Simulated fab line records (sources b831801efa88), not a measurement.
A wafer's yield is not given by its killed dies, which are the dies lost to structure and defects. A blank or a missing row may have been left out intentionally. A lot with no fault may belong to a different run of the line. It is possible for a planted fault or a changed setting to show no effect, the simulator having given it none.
Which of the tools did it? -- flow gf180mcu -- Sampling: 10 lots, 30 wafers, 5 of 602 route steps

== WHAT THE GAUGES SHOWED, per wafer ==
GF_NSD_TW_MEAS_12.
lot,measured,on,NSD_TW
L295,day 13 22:03,film metro-03,4252 4250 4239
L297,day 14 22:47,film metro-02,4250 4249 4229
L301,day 16 04:17,film metro-02,4281 4253 4272
L303,day 16 13:49,film metro-03,4241 4257 4236
L308,day 18 15:02,film metro-02,4262 4243 4275
L311,day 19 17:21,film metro-03,4253 4270 4263
L312,day 20 00:56,film metro-03,4263 4283 4262
L313,day 20 12:47,film metro-04,4290 4263 4268
L315,day 20 23:43,film metro-04,4282 4259 4262
L316,day 21 11:16,film metro-03,4276 4260 4254

GF_PSD_TW_MEAS_11.
lot,measured,on,PSD_TW
L295,day 14 18:26,film metro-03,3217 3216 3199
L297,day 15 21:08,film metro-02,3155 3161 3147
L301,day 17 03:05,film metro-02,2997 2972 2985
L303,day 17 13:38,film metro-02,2973 2989 2964
L308,day 19 16:16,film metro-03,3181 3193 3191
L311,day 20 17:59,film metro-04,3196 3183 3169
L312,day 21 01:38,film metro-04,3201 3179 3207
L313,day 21 13:34,film metro-02,3163 3162 3166
L315,day 22 00:35,film metro-02,3160 3178 3174
L316,day 22 11:15,film metro-03,3213 3212 3211

GF_PSD_RS_MEAS_15: measures by four-point-probe.
lot,measured,on,PSD_RS (ohm/sq)
L295,day 14 18:46,film metro-02,108.8 108.8 109.0
L297,day 15 21:26,film metro-03,108.4 108.6 108.9
L301,day 17 03:25,film metro-04,125.0 125.1 125.1
L303,day 17 13:58,film metro-02,125.7 126.1 125.6
L308,day 19 16:35,film metro-02,109.0 109.0 109.2
L311,day 20 18:19,film metro-04,108.2 107.9 108.2
L312,day 21 01:56,film metro-03,108.5 108.4 108.7
L313,day 21 13:53,film metro-04,108.3 108.5 108.3
L315,day 22 00:55,film metro-02,108.7 108.5 108.7
L316,day 22 11:35,film metro-03,108.3 108.2 108.6

== WHAT TOOL EACH LOT RAN ON (gives the tool, then ch and the chambers of the sampled wafers, and finally the start) ==
lot,GF_PSD_IMPLANT_09,GF_PSD_STRIP_10
L295,"implanter-03 ch 0, day 14 18:13","plasma asher-01 ch 0,1, day 14 18:20"
L297,"implanter-03 ch 0, day 15 20:53","plasma asher-04 ch 0,1, day 15 21:02"
L301,"implanter-03 ch 0, day 17 02:50","plasma asher-04 ch 0,1, day 17 02:59"
L303,"implanter-03 ch 0, day 17 13:25","plasma asher-04 ch 0,1, day 17 13:33"
L308,"implanter-04 ch 0, day 19 16:01","plasma asher-01 ch 0,1, day 19 16:10"
L311,"implanter-03 ch 0, day 20 17:44","plasma asher-01 ch 0,1, day 20 17:52"
L312,"implanter-04 ch 0, day 21 01:23","plasma asher-02 ch 0,1, day 21 01:32"
L313,"implanter-03 ch 0, day 21 13:19","plasma asher-02 ch 0,1, day 21 13:28"
L315,"implanter-03 ch 0, day 22 00:22","plasma asher-01 ch 0,1, day 22 00:30"
L316,"implanter-03 ch 0, day 22 11:02","plasma asher-04 ch 0,1, day 22 11:10"
- GF_PSD_IMPLANT_09
- GF_PSD_STRIP_10: strips in O2/N2.

== WHAT THE TOOLS THEMSELVES READ (means of the sampled wafers that have a number; where no wafer has one, the mark that the record gives instead) ==
GF_PSD_IMPLANT_09.
lot,tool,dose ions cm2,end station pressure torr (Torr),faraday current uA
L295,implanter-03,1.5012e+15,1.18e-05,8369
L297,implanter-03,1.4998e+15,1.18e-05,8122
L301,implanter-03,1.1205e+15,1.01e-05,6198
L303,implanter-03,1.1195e+15,1.05e-05,6226
L308,implanter-04,1.5003e+15,1.16e-05,8291
L311,implanter-03,1.5000e+15,1.21e-05,8386
L312,implanter-04,1.4989e+15,1.17e-05,8203
L313,implanter-03,1.4993e+15,1.20e-05,8241
L315,implanter-03,1.4986e+15,1.16e-05,8195
L316,implanter-03,1.4990e+15,1.20e-05,8209

GF_PSD_STRIP_10.
lot,tool,drypump motor current A (A),heater power w (W),oes product au (a.u.),strip time to endpoint s (s)
L295,plasma asher-01,5.65,324,0.589,16.48
L297,plasma asher-04,5.93,333,0.596,16.56
L301,plasma asher-04,5.62,347,0.609,15.68
L303,plasma asher-04,5.91,331,0.612,15.59
L308,plasma asher-01,5.67,360,0.593,16.53
L311,plasma asher-01,5.66,354,0.595,16.56
L312,plasma asher-02,5.72,324,0.590,16.54
L313,plasma asher-02,5.66,292,0.594,16.52
L315,plasma asher-01,5.67,351,0.595,16.53
L316,plasma asher-04,5.62,344,0.588,16.58

== THE ANSWER, worked out from the rows above alone ==
Rule: the lots themselves supply what counts as usual. Put in order of their means at a reading, lots are off if they are a third of the lots or fewer, leave a main group of 4 or more, and stand apart from it by a gap of 3 or more times the standard deviation of the main group's means; of several such gaps the widest counts. A main group is skipped when, at the precision printed for the reading in the tables above, its means are all equal. A lot without any number at a reading at which 4 lots or more have one is off too. The other lots that the step has rows for count as sound. Order of review: gauges by route order, followed by the tools' own readings, for which a lot's mean as printed above is used. The first step at which some lot is off is used, and at that step the reading that is off furthest; a lot without a number counts as furthest.
Off: L301, L303, at GF_PSD_TW_MEAS_11 (PSD_TW). For the main group the mean is 3185 and the standard deviation 20.
A tool fits if, at a process step before that reading, it ran every lot that is off, and no sound lot after the first of them. The gauges at GF_PSD_TW_MEAS_11 aren't tried: what is off there is off at GF_PSD_IMPLANT_09 too, on other tools, and a gauge's error can't cause that. No candidate that was tried fits.

== WHAT THE SIMULATOR HAD INSERTED ==
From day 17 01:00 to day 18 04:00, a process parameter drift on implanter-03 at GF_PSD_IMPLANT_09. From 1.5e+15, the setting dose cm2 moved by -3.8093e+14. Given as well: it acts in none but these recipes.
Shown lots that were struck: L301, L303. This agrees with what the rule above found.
